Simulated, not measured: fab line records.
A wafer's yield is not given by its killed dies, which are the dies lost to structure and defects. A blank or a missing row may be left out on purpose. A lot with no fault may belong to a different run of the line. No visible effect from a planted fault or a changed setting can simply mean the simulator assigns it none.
Matching of chambers -- flow sky130 -- SKY_VIA4_CMP_21 on cmp-01 has 4 sister chambers
The step polishes, stops on SiO2, t overpolish 25 s, target thk 0 nm. 14 wafers are shown with their chamber, then 7 later ones without.

WAFERS, EACH WITH ITS CHAMBER
wafer,chamber,motor current A (A),time to endpoint s (s),overpolish run s (s)
L687.1,3,12.1,120,25.005
L687.4,0,10.2,130,24.996
L687.6,3,11.8,118,25.002
L689.1,1,11.2,127,25.012
L689.2,3,12.8,129,24.990
L689.6,3,12.0,123,24.998
L693.1,0,10.6,128,24.995
L693.2,3,12.2,122,25.001
L693.5,1,11.2,121,25.000
L701.3,3,11.6,122,24.987
L701.5,2,10.8,117,25.000
L701.6,3,12.0,126,25.002
L702.4,2,11.0,115,24.985
L702.5,2,10.9,120,24.998

SIGNATURES, as means of the wafers listed above
reading,chamber 0,chamber 1,chamber 2,chamber 3,scatter within a chamber
motor current A,10.400,11.200,10.900,12.071,0.309
time to endpoint s,129.00,124.00,117.33,122.86,3.37
overpolish run s,24.99550,25.00600,24.99433,24.99786,0.00693
Rule: distance of a wafer from a chamber = root of the sum over the readings of ((wafer's reading minus chamber's mean) / reading's scatter) squared. The wafer belongs to the nearest chamber; if the next one is less than 2 further off, it can't be placed. The scatter: take each reading less its chamber's mean, square it, sum over the shown wafers, divide by the number of wafers less the number of chambers, and take the root.

WAFERS WITH NO CHAMBER GIVEN
wafer,motor current A (A),time to endpoint s (s),overpolish run s (s)
L702.6,11.7,121,25.012
L706.2,11.8,124,25.001
L706.3,10.0,126,24.994
L706.5,10.8,113,25.014
L708.1,9.8,128,24.979
L708.2,11.0,129,25.013
L708.5,11.1,123,25.006

THE CHAMBER EACH PASSED THROUGH
wafer,from the rows above,in truth
L702.6,can't be placed: 1 or 3 or 2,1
L706.2,can't be placed: 3 or 1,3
L706.3,0,0
L706.5,can't be placed: 2 or 1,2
L708.1,0,0
L708.2,can't be placed: 1 or 0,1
L708.5,1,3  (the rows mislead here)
Correctly placed: 2 of 7. Unplaceable from these rows: 4, with the true chamber sitting among the candidates in 4. Placed wrongly: 1.
